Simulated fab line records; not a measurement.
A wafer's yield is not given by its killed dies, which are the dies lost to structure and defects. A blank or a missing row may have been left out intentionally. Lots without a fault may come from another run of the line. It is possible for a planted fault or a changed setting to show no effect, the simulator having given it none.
fab line records	flow gf180mcu
record: lots: 13	wafers: 39	last-day: 34
route steps=602 shown VT_IMPLANT@100 SALICIDE@281 CONTACT@290 V1@340
lots untouched by any fault: they come from a run of this same line in which no faults occurred
start-h: hours from the record's opening day to when the first of the lot's shown wafers began	wait-h: hours elapsed since this lot's preceding step	" unchanged from the row above	L1.1+2: a single row standing in for several wafers	- value missing, or start not given	* or withheld: withheld	< > ~ a bound
route shown NAME@n: names a module that has steps shown in the file, with the first one's number in the route	usual: mean/standard deviation of fault-free wafers	same: alike in all rows	chamber/n: place in a boat	sites: readings site by site	_std_site: their standard deviation	_edge_site: inner sites' mean taken away from outer sites' mean	radius-mm: for every site, how far away it sits from the centre of the wafer	mask NAME#n: copy n	behind: the last tool/chamber to shape the wafer	hold: why the lot was held/for how many hours/how that ended	device: the transistor (n, p or np) that didn't switch	end of line: the same wafers' tests at the end of the route	where a step has no rows: the recipe by itself	killed: dies lost to structure and defects at the first sort, not the wafer's yield	map: dies across one wafer; x = killed, . = not, _ = none there
set.NAME: the setting that was run; set.NAME@STEP: the one run at that earlier step	model.NAME: the simulator's own value behind a step, which no gauge read
route steps across a sampled set of lots; one table per step, one row per wafer
services: when a tool's chamber went out of use (start-h, in hours from the record's first day, below 0 if earlier), for how many hours, and the reason
== steps ==
step: GF_VT_IMPLANT_TW_MEAS_10
usual: VT_IMPLANT_TW: 567/3.1
lot.wafer	tool	chamber	start-h	wait-h	VT_IMPLANT_TW
L699.3	film-metro-02	-	109.02	0.1	565
L699.4	"	-	"	"	563
L699.5	"	-	"	"	559
L700.3	film-metro-04	-	116.62	0.1	571
L700.5	"	-	"	"	570
L700.6	"	-	"	"	569
L703.1	film-metro-01	-	146.85	0.1	569
L703.2	"	-	"	"	573
L703.5	"	-	"	"	574
L706.1	film-metro-04	-	160.24	0.1	572
L706.4	"	-	"	"	565
L706.6	"	-	"	"	566
L707.2	film-metro-01	-	170.05	0.1	572
L707.3	"	-	"	"	567
L707.5	"	-	"	"	568
L708.1	film-metro-01	-	176.79	0.1	570
L708.2	"	-	"	"	568
L708.3	"	-	"	"	567
L709.2	film-metro-02	-	180.15	0.1	561
L709.4	"	-	"	"	561
L709.5	"	-	"	"	563
L710.2	film-metro-01	-	182.11	0.1	566
L710.4	"	-	"	"	570
L710.5	"	-	"	"	566
L712.2	film-metro-02	-	194.20	0.1	571
L712.3	"	-	"	"	565
L712.5	"	-	"	"	571
L713.1	film-metro-01	-	201.14	0.1	569
L713.4	"	-	"	"	569
L713.6	"	-	"	"	566
L720.3	film-metro-02	-	240.49	0.1	565
L720.4	"	-	"	"	567
L720.6	"	-	"	"	566
L721.1	film-metro-02	-	247.34	0.1	566
L721.4	"	-	"	"	564
L721.5	"	-	"	"	568
L722.1	film-metro-01	-	256.60	0.1	569
L722.2	"	-	"	"	573
L722.6	"	-	"	"	571
step: GF_SALICIDE_SPUTTER_03
recipe: material: TiN	target-thk-nm: 20	power-w: 6500	time-s: 16.7	chamber-pressure-pa: 0.4
usual: chamber-pressure-pa: 0.4001/0.00086	throttle-valve-pct: 30.4/0.98
lot.wafer	tool	chamber	start-h	wait-h	chamber-pressure-pa	throttle-valve-pct
L699.3	pvd-sputter-02	-	333.98	0.0	0.4001	29.0
L699.4	"	-	"	"	0.3994	31.7
L699.5	"	-	"	"	0.4006	31.1
L700.3	pvd-sputter-03	-	349.28	0.0	0.3997	30.9
L700.5	"	-	"	"	0.4002	30.1
L700.6	"	-	"	"	0.4009	31.0
L703.1	pvd-sputter-04	-	393.93	0.0	0.4004	31.0
L703.2	"	-	"	"	0.4000	27.9
L703.5	"	-	"	"	0.3996	27.9
L706.1	pvd-sputter-04	-	409.67	0.0	0.3986	27.7
L706.4	"	-	"	"	0.3995	31.4
L706.6	"	-	"	"	0.3982	27.9
L707.2	pvd-sputter-03	-	428.22	0.0	0.3994	29.9
L707.3	"	-	"	"	0.3997	31.2
L707.5	"	-	"	"	0.4004	31.2
L708.1	pvd-sputter-03	-	439.01	0.0	0.3999	29.8
L708.2	"	-	"	"	0.4000	31.3
L708.3	"	-	"	"	0.4014	30.1
L709.2	pvd-sputter-02	-	439.72	0.0	0.3995	30.5
L709.4	"	-	"	"	0.4000	31.0
L709.5	"	-	"	"	0.4009	31.3
L710.2	pvd-sputter-03	-	454.76	0.0	0.4000	30.0
L710.4	"	-	"	"	0.4020	30.2
L710.5	"	-	"	"	0.4005	31.4
L712.2	pvd-sputter-04	-	462.44	0.0	0.3990	31.5
L712.3	"	-	"	"	0.4013	31.1
L712.5	"	-	"	"	0.4003	27.8
L713.1	pvd-sputter-04	-	476.94	0.0	0.4007	31.6
L713.4	"	-	"	"	0.4010	27.7
L713.6	"	-	"	"	0.4011	31.4
L720.3	pvd-sputter-03	-	522.17	0.0	0.2511	38.5
L720.4	"	-	"	"	0.2510	38.3
L720.6	"	-	"	"	0.2511	38.5
L721.1	pvd-sputter-03	-	526.52	0.0	0.2529	38.2
L721.4	"	-	"	"	0.2516	38.2
L721.5	"	-	"	"	0.2528	38.3
L722.1	pvd-sputter-04	-	546.61	0.0	0.4007	29.9
L722.2	"	-	"	"	0.3996	27.7
L722.6	"	-	"	"	0.4013	29.6
step: GF_SALICIDE_THK_MEAS_05
recipe: thk-meas-gauge: xrf	reads: TiN_of_SALICIDE_SPUTTER_03
usual: SALICIDE_TIN_THK: 19.72/0.25
lot.wafer	tool	chamber	start-h	wait-h	hold	SALICIDE_TIN_THK[nm]
L699.3	film-metro-03	-	334.15	0.1	-	19.93
L699.4	"	-	"	"	-	19.92
L699.5	"	-	"	"	-	20.04
L700.3	film-metro-01	-	349.44	0.1	-	18.87
L700.5	"	-	"	"	-	19.20
L700.6	"	-	"	"	-	19.29
L703.1	film-metro-01	-	394.07	0.1	-	19.63
L703.2	"	-	"	"	-	19.50
L703.5	"	-	"	"	-	19.75
L706.1	film-metro-01	-	409.81	0.1	-	19.26
L706.4	"	-	"	"	-	19.44
L706.6	"	-	"	"	-	19.28
L707.2	film-metro-01	-	428.38	0.1	-	19.69
L707.3	"	-	"	"	-	19.63
L707.5	"	-	"	"	-	19.65
L708.1	film-metro-03	-	439.16	0.1	-	19.51
L708.2	"	-	"	"	-	19.43
L708.3	"	-	"	"	-	19.49
L709.2	film-metro-01	-	439.88	0.1	-	19.82
L709.4	"	-	"	"	-	20.01
L709.5	"	-	"	"	-	20.14
L710.2	film-metro-01	-	454.92	0.1	-	19.69
L710.4	"	-	"	"	-	19.90
L710.5	"	-	"	"	-	19.53
L712.2	film-metro-04	-	462.60	0.1	-	19.81
L712.3	"	-	"	"	-	19.86
L712.5	"	-	"	"	-	19.83
L713.1	film-metro-03	-	477.09	0.1	-	19.13
L713.4	"	-	"	"	-	19.22
L713.6	"	-	"	"	-	19.48
L720.3	film-metro-03	-	522.34	0.1	await-dispo/0.2h/release	21.09
L720.4	"	-	"	"	await-dispo/0.2h/release	20.94
L720.6	"	-	"	"	await-dispo/0.2h/release	20.96
L720.3	film-metro-03	-	522.56	0.2	-	21.02
L720.4	"	-	"	"	-	20.89
L720.6	"	-	"	"	-	20.96
L721.1	film-metro-04	-	526.67	0.1	await-dispo/0.2h/release	21.09
L721.4	"	-	"	"	await-dispo/0.2h/release	20.99
L721.5	"	-	"	"	await-dispo/0.2h/release	21.12
L721.1	film-metro-04	-	526.89	0.2	-	21.17
L721.4	"	-	"	"	-	20.95
L721.5	"	-	"	"	-	21.11
L722.1	film-metro-01	-	546.75	0.1	-	19.76
L722.2	"	-	"	"	-	19.52
L722.6	"	-	"	"	-	19.88
step: GF_CONTACT_THK_MEAS_03
recipe: reads: SiO2_of_CONTACT_CVD_02
usual: CONTACT_CVD_02_THK: 866/12
lot.wafer	tool	chamber	start-h	wait-h	CONTACT_CVD_02_THK[nm]
L699.3	film-metro-04	-	335.04	0.1	854
L699.4	"	-	"	"	868
L699.5	"	-	"	"	870
L700.3	film-metro-02	-	349.97	0.1	876
L700.5	"	-	"	"	884
L700.6	"	-	"	"	881
L703.1	film-metro-04	-	394.60	0.0	864
L703.2	"	-	"	"	847
L703.5	"	-	"	"	884
L706.1	film-metro-02	-	410.35	0.0	872
L706.4	"	-	"	"	881
L706.6	"	-	"	"	871
L707.2	film-metro-02	-	428.91	0.0	860
L707.3	"	-	"	"	861
L707.5	"	-	"	"	868
L708.1	film-metro-03	-	439.68	0.0	849
L708.2	"	-	"	"	852
L708.3	"	-	"	"	846
L709.2	film-metro-03	-	440.40	0.0	848
L709.4	"	-	"	"	863
L709.5	"	-	"	"	853
L710.2	film-metro-04	-	455.48	0.1	858
L710.4	"	-	"	"	867
L710.5	"	-	"	"	879
L712.2	film-metro-04	-	463.13	0.0	855
L712.3	"	-	"	"	846
L712.5	"	-	"	"	877
L713.1	film-metro-04	-	477.63	0.1	849
L713.4	"	-	"	"	866
L713.6	"	-	"	"	859
L720.3	film-metro-04	-	524.89	0.2	854
L720.4	"	-	"	"	860
L720.6	"	-	"	"	866
L721.1	film-metro-03	-	531.28	0.0	870
L721.4	"	-	"	"	873
L721.5	"	-	"	"	882
L722.1	film-metro-02	-	547.28	0.0	863
L722.2	"	-	"	"	876
L722.6	"	-	"	"	887
step: GF_V1_BOW_MEAS_05
recipe: mode: bow
usual: V1_BOW: 81/7.4
lot.wafer	tool	chamber	start-h	wait-h	V1_BOW[um]
L699.3	film-metro-02	-	382.54	0.1	79
L699.4	"	-	"	"	88
L699.5	"	-	"	"	74
L700.3	film-metro-02	-	399.45	0.2	79
L700.5	"	-	"	"	78
L700.6	"	-	"	"	85
L703.1	film-metro-02	-	442.78	0.2	69
L703.2	"	-	"	"	84
L703.5	"	-	"	"	73
L706.1	film-metro-03	-	458.83	0.1	76
L706.4	"	-	"	"	73
L706.6	"	-	"	"	78
L707.2	film-metro-03	-	480.47	0.3	74
L707.3	"	-	"	"	66
L707.5	"	-	"	"	82
L708.1	film-metro-01	-	491.08	0.1	86
L708.2	"	-	"	"	82
L708.3	"	-	"	"	81
L709.2	film-metro-01	-	492.29	0.1	84
L709.4	"	-	"	"	78
L709.5	"	-	"	"	86
L710.2	film-metro-03	-	507.33	0.2	92
L710.4	"	-	"	"	87
L710.5	"	-	"	"	87
L712.2	film-metro-01	-	513.60	0.3	79
L712.3	"	-	"	"	73
L712.5	"	-	"	"	74
L713.1	film-metro-01	-	529.06	0.1	72
L713.4	"	-	"	"	85
L713.6	"	-	"	"	72
L720.3	film-metro-03	-	571.77	0.1	85
L720.4	"	-	"	"	92
L720.6	"	-	"	"	86
L721.1	film-metro-01	-	575.69	0.1	79
L721.4	"	-	"	"	74
L721.5	"	-	"	"	68
L722.1	film-metro-01	-	594.28	0.1	72
L722.2	"	-	"	"	70
L722.6	"	-	"	"	67
== services ==
tool	chamber	start-h	hours	kind
pvd-sputter-04	-	312.58	9.9	repair
pvd-sputter-03	-	353.79	3.5	repair
pvd-sputter-03	-	365.13	2.0	repair
pvd-sputter-03	-	373.10	3.0	repair
pvd-sputter-03	-	377.45	2.6	repair
pvd-sputter-04	-	383.96	4.0	repair
pvd-sputter-02	3	406.12	-	consumable-replace:kit
pvd-sputter-02	3	406.12	18.0	scheduled-down
pvd-sputter-02	3	406.12	18.0	vent-cycle
pvd-sputter-04	0	416.46	-	consumable-replace:kit
pvd-sputter-04	0	416.46	18.0	scheduled-down
pvd-sputter-04	0	416.46	18.0	vent-cycle
pvd-sputter-04	-	435.44	0.9	repair
pvd-sputter-04	-	455.80	3.9	repair
pvd-sputter-02	-	463.07	1.9	repair
== key ==
first-sign: step: GF_SALICIDE_SPUTTER_03	reading: chamber-pressure-pa	direction: down	sigmas: 99+	usual: 0.4001	struck: 0.2517
effect: step: GF_SALICIDE_SPUTTER_03	reading: throttle-valve-pct	direction: up	sigmas: 8.2	usual: 30.4	struck: 38.3
effect: step: GF_SALICIDE_THK_MEAS_05	reading: visit	direction: added
effect: step: GF_SALICIDE_THK_MEAS_05	reading: SALICIDE_TIN_THK	direction: up	sigmas: 5.3	usual: 19.72	struck: 21.03
met-at GF_SALICIDE_SPUTTER_03
struck-lots L720,L721
tester-left-out L720,L721
not-acting-at GF_VT_IMPLANT_TW_MEAS_10,GF_CONTACT_THK_MEAS_03,GF_V1_BOW_MEAS_05
onset-between 454.76 522.17
fault: kind: process-parameter-drift	tool: pvd-sputter-03	chamber: -	onset-h: 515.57	steps: GF_SALICIDE_SPUTTER_03	channel: chamber-pressure-pa	offset: -0.14793	shape: step	end-h: 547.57	acts-in: these-recipes-only	stated: 0.4
tester-left-out: of these lots the tester's yield and bins aren't shown, on N5 and GAA mostly nor the transistor test; their killed dies are dies lost to structure and defects alone, not to doping, threshold or leakage, so they don't give the yield
